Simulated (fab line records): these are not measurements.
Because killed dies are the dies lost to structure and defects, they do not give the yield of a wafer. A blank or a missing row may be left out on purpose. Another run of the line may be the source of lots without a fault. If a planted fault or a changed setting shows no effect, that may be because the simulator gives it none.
fab line records    flow gf180mcu
record: lots: 14  wafers: 42  lastDay: 35
route steps=602 shown HV_LDD@224
lots untouched by any fault: they come from a run of this same line in which no faults occurred
startH: the number of hours between the record's first day and the start of the first shown wafer of the lot    waitH: hours elapsed since this lot's preceding step    " unchanged from the row above    L1.1+2: one row covering several wafers at once    - either no value or no given start    * or withheld: withheld    < > ~ a bound
route shown NAME@n: a module of which the file shows steps, and the number in the route of the first    usual: mean and standard deviation over wafers with no fault    same: alike in all rows    chamber/n: place in a boat    sites: per-site readings    _std_site: their standard deviation    _edge_site: the outer-site mean with the inner-site mean subtracted    radiusMm: how far each site lies from the wafer's centre    mask NAME#n: copy n    behind: the most recent tool/chamber to have shaped the wafer    hold: the reason the lot was held/the length of the hold in hours/how it ended    device: the transistor (n, p or np) that didn't switch    end of line: tests of these same wafers at the route's end    a step without rows: its recipe alone    killed: the dies lost at the first sort to structure and to defects; this is not the yield of the wafer    map: dies across one wafer; x = killed, . = not, _ = none there
set.NAME: the setting the step ran with; set.NAME@STEP: the setting that earlier step ran with    model.NAME: the simulator's own value behind a step, which no gauge read
the route's steps for a sample of lots (tables are steps, rows are wafers)
services: the hour from which a tool's chamber was out of use, counted from the record's first day as startH (under 0 if before that day), plus the number of hours and why
== steps ==
step: GF_HV_LDD_IMPLANT_48
recipe: species: B  energyKev: 25  doseCm2: 3e+13  tiltDeg: 7
usual: doseIonsCm2: 3e+13/3.4e+10  faradayCurrentUA: 170/3.5  tiltDeg: 6.996/0.018
lot.wafer  tool          chamber  startH  waitH  doseIonsCm2  faradayCurrentUA  tiltDeg
L207.3     implanter-03  0        283.28  0.1    3.001e+13    170               7.003
L207.5     "             0        "       "      2.998e+13    171               6.984
L207.6     "             0        "       "      2.999e+13    165               7.009
L208.1     implanter-04  0        290.41  0.0    3.003e+13    164               6.996
L208.2     "             0        "       "      3.002e+13    165               6.985
L208.5     "             0        "       "      2.998e+13    163               6.991
L212.1     implanter-04  0        318.16  0.0    3e+13        173               6.979
L212.4     "             0        "       "      3.002e+13    163               7.001
L212.6     "             0        "       "      2.998e+13    169               6.978
L213.2     implanter-04  0        325.96  0.0    2.032e+13    115               6.974
L213.3     "             0        "       "      2.034e+13    113               6.998
L213.6     "             0        "       "      2.031e+13    114               6.964
L214.2     implanter-04  0        335.12  0.0    2.02e+13     112               6.969
L214.3     "             0        "       "      2.027e+13    116               6.973
L214.6     "             0        "       "      2.033e+13    113               6.973
L221.2     implanter-04  0        392.17  0.0    3.001e+13    169               6.998
L221.4     "             0        "       "      2.999e+13    169               6.981
L221.6     "             0        "       "      2.996e+13    167               6.978
L222.1     implanter-04  0        402.99  0.0    3e+13        173               6.992
L222.2     "             0        "       "      3.009e+13    167               7.004
L222.6     "             0        "       "      2.998e+13    172               6.977
L224.2     implanter-04  0        415.08  0.0    3e+13        170               7.014
L224.3     "             0        "       "      3.001e+13    172               7.043
L224.5     "             0        "       "      2.996e+13    166               7.017
L225.2     implanter-04  0        426.32  0.0    3.001e+13    162               7.026
L225.4     "             0        "       "      3.001e+13    166               6.996
L225.5     "             0        "       "      2.995e+13    165               6.978
L226.1     implanter-04  0        430.48  0.0    3.001e+13    169               6.987
L226.2     "             0        "       "      3e+13        169               6.987
L226.4     "             0        "       "      2.995e+13    172               7.013
L227.1     implanter-04  0        438.96  0.0    2.999e+13    169               6.958
L227.2     "             0        "       "      3.007e+13    172               7.000
L227.4     "             0        "       "      2.998e+13    165               7.003
L228.1     implanter-01  0        449.39  0.0    2.999e+13    174               6.966
L228.3     "             0        "       "      2.999e+13    167               6.962
L228.4     "             0        "       "      3.001e+13    167               6.961
L229.1     implanter-03  0        463.84  0.0    2.998e+13    170               7.002
L229.3     "             0        "       "      2.996e+13    167               7.017
L229.6     "             0        "       "      2.996e+13    169               6.996
L223.1     implanter-03  0        485.13  0.0    3.001e+13    170               6.992
L223.4     "             0        "       "      2.996e+13    172               7.027
L223.6     "             0        "       "      3e+13        168               6.987
step: GF_HV_LDD_TW_MEAS_50
usual: HV_LDD_4_TW: 570/3
lot.wafer  tool          chamber  startH  waitH  HV_LDD_4_TW
L207.3     filmMetro-04  -        283.50  0.1    567
L207.5     "             -        "       "      565
L207.6     "             -        "       "      567
L208.1     filmMetro-03  -        290.66  0.1    573
L208.2     "             -        "       "      571
L208.5     "             -        "       "      569
L212.1     filmMetro-04  -        318.41  0.1    569
L212.4     "             -        "       "      567
L212.6     "             -        "       "      566
L213.2     filmMetro-01  -        326.19  0.1    503
L213.3     "             -        "       "      503
L213.6     "             -        "       "      505
L214.2     filmMetro-03  -        335.35  0.1    502
L214.3     "             -        "       "      504
L214.6     "             -        "       "      503
L221.2     filmMetro-04  -        392.40  0.1    571
L221.4     "             -        "       "      570
L221.6     "             -        "       "      569
L222.1     filmMetro-01  -        403.24  0.1    575
L222.2     "             -        "       "      575
L222.6     "             -        "       "      579
L224.2     filmMetro-04  -        415.32  0.1    569
L224.3     "             -        "       "      568
L224.5     "             -        "       "      569
L225.2     filmMetro-04  -        426.55  0.1    568
L225.4     "             -        "       "      568
L225.5     "             -        "       "      571
L226.1     filmMetro-04  -        430.73  0.1    568
L226.2     "             -        "       "      564
L226.4     "             -        "       "      568
L227.1     filmMetro-04  -        439.21  0.1    568
L227.2     "             -        "       "      571
L227.4     "             -        "       "      569
L228.1     filmMetro-03  -        449.64  0.1    570
L228.3     "             -        "       "      570
L228.4     "             -        "       "      571
L229.1     filmMetro-01  -        464.09  0.1    571
L229.3     "             -        "       "      565
L229.6     "             -        "       "      570
L223.1     filmMetro-01  -        485.38  0.1    573
L223.4     "             -        "       "      572
L223.6     "             -        "       "      572
== services ==
tool          chamber  startH  hours  kind
implanter-01  -        259.32  1.5    repair
implanter-03  -        272.33  3.4    repair
implanter-01  -        288.23  4.2    pm
implanter-01  -        328.12  4.1    repair
implanter-03  -        330.93  1.6    repair
implanter-03  -        354.87  2.4    repair
implanter-04  -        382.58  0.5    repair
implanter-03  -        413.03  4.5    repair
implanter-01  -        428.14  2.6    repair
implanter-03  -        464.91  2.4    repair
implanter-03  -        467.33  4.6    pm
implanter-04  -        483.25  20.6   pm
== key ==
firstSign: step: GF_HV_LDD_IMPLANT_48  reading: doseIonsCm2  direction: down  sigmas: 99+  usual: 3e+13  struck: 2.03e+13
effect: step: GF_HV_LDD_IMPLANT_48  reading: faradayCurrentUA  direction: down  sigmas: 16  usual: 170  struck: 114
effect: step: GF_HV_LDD_TW_MEAS_50  reading: HV_LDD_4_TW  direction: down  sigmas: 22  usual: 570  struck: 503
metAt GF_HV_LDD_IMPLANT_48
struckLots L213,L214
testerLeftOut L213,L214
onsetBetween 318.16 325.96
fault: kind: processParameterDrift  tool: implanter-04  chamber: -  onsetH: 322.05  steps: GF_HV_LDD_IMPLANT_48  channel: doseCm2  offset: -9.7047e+12  shape: step  endH: 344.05  actsIn: theseRecipesOnly  stated: 3e+13
testerLeftOut: of these lots the tester's yield and bins aren't shown, on N5 and GAA mostly nor the transistor test; their killed dies are dies lost to structure and defects alone, not to doping, threshold or leakage, so they don't give the yield
